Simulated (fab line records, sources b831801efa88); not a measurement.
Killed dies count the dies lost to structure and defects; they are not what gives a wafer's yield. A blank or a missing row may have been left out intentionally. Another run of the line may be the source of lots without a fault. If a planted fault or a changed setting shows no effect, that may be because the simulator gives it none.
Comparing a struck lot with a sound one	flow sky130	23 out of 708 route steps
Sound: wafers L926.3, L926.5, L926.6. Wafers struck: L930.1, L930.2, L930.3. The cause comes at the end.
Each step with rows lists, per side, the tool, then ch with its chambers, then its first start. Under that, the readings that differ: sound wafers	struck wafers	difference of the means	sigmas: that difference in standard deviations of wafers without a fault.
alike: same words and numbers on both sides, and readings whose means sit less than 2 such deviations apart. not compared: any withheld reading, any reading some wafer has no value for, any bound like >300 that may hide the same value, and any number with overlapping values for which the record gives no deviation.
The two part at a step that has a row with sigmas, a row that says differs or no value, or rows on one side only. When numbers do not overlap yet have no deviation, they are printed without sigmas and do not part them. A reading missing from all wafers of one side parts the sides only when that side holds two or more wafers.

first, 1 step without rows for these wafers: SKY_POLY_GATE_OXIDATION_20 (stabilise 600 s, purge 300 s, target thk 4 nm).
SKY_POLY_GATE_THK_MEAS_21:
  sound: film metro-02 at day 21 12:24; struck: film metro-04 at day 22 12:09
  alike: POLY_GATE_OXIDATION_THK
SKY_POLY_GATE_CD_MEAS_22:
  sound: cd sem-01 at day 21 12:30; struck: cd sem-01 at day 22 12:13
  alike: cd nm
then, 7 steps without rows for these wafers: SKY_LDD_N_DEHYDRATE_00 (time 60 s); SKY_LDD_N_HMDS_01 (prime time 60 s); SKY_LDD_N_COAT_02 (resist thk 300 nm); SKY_LDD_N_SOFTBAKE_03 (time 60 s); SKY_LDD_N_EXPOSE_04 (exposes mask NTM, target cd 840 nm); SKY_LDD_N_PEB_05; SKY_LDD_N_DEVELOP_06 (develop time 60 s).
SKY_LDD_N_OVL_MEAS_07:
  sound: overlay-01 at day 22 18:08; struck: overlay-01 at day 23 18:19
  alike: LDD_N_OVL
following that, these wafers have no rows for 1 step: SKY_LDD_N_IMPLANT_08.
SKY_LDD_N_IMPLANT_09:
  sound on implanter-03 ch 0, day 22 18:21; struck on implanter-04 ch 0, day 23 18:30
reading	sound	struck	difference	sigmas
dose ions cm2	7.499e+13 7.502e+13 7.496e+13	7.43e+12 7.46e+12 7.47e+12	-6.75e+13	-99 or more
faraday current uA	426 435 414	42 44 41	-383	-49
then, 6 steps without rows for these wafers: SKY_LDD_N_IMPLANT_10; SKY_LDD_N_IMPLANT_11; SKY_LDD_N_IMPLANT_12; SKY_LDD_N_IMPLANT_13; SKY_LDD_N_IMPLANT_14; SKY_LDD_N_IMPLANT_15.
SKY_LDD_N_STRIP_16: strips in O2/N2.
  sound on plasma asher-03 ch 0,1, day 22 19:23; struck on plasma asher-02 ch 0,1, day 23 19:33
reading	sound	struck	difference	sigmas
strip time to endpoint s (s)	4.291 4.302 4.319	4.164 4.155 4.147	-0.149	-11
  alike: drypump motor current A, n2 flow sccm, oes product au
  not compared: rf hours counter h
SKY_LDD_N_TW_MEAS_17:
  sound: film metro-03 at day 22 19:28; struck: film metro-04 at day 23 19:39
reading	sound	struck	difference	sigmas
LDD_N_TW	2580 2573 2567	2445 2444 2457	-125	-9
then, 1 step without rows for these wafers: SKY_LDD_P_DEHYDRATE_00 (time 60 s).
-- here the record skips 26 days between the struck wafers' starts before and after, leaving off in module LDD_P and picking up in module PAD_OPEN (first step shown: number 708 of the route) --
SKY_PAD_OPEN_PROBE_99:
  sound: prober-02 at day 49 04:41; struck: prober-02 at day 49 22:11
reading	sound	struck	difference	sigmas
killed at contacts	30 31 35	26 19 20	-10	-2
model.etest.tip n.rs ohm sq	440.5 439 439.8	513.2 519.7 517.5	+77.0	
model.etest.nfet_01v8.r on ohm um	847.7 824.9 843.7	888.5 896.8 892.8	+53.9	
model.etest.nfet_01v8_swapped.drive ua um	496.6 516.5 498.4	469.4 462.9 467.1	-37.4	
model.etest.nfet_01v8_swapped.vt sat v (V)	0.6542 0.6441 0.6507	0.681 0.6847 0.6809	+0.033	
model.etest.nfet_01v8_lvt.vt v (V)	0.6142 0.6087 0.6139	0.6278 0.6361 0.6357	+0.0209	
model.etest.nfet_01v8_turned.vt v (V)	0.6993 0.6945 0.7035	0.7207 0.72 0.7221	+0.0218	
  alike: killed_at_M0_to_M3, killed_at_M4_up, killed at front end, killed at other, killed dies, killed open, killed short

WHERE THEY PART
Earliest at SKY_LDD_N_IMPLANT_09; latest, in this record, at SKY_PAD_OPEN_PROBE_99.

WHY: the cause the simulator had injected
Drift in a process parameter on implanter-04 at SKY_LDD_N_IMPLANT_09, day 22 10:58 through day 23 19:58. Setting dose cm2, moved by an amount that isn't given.
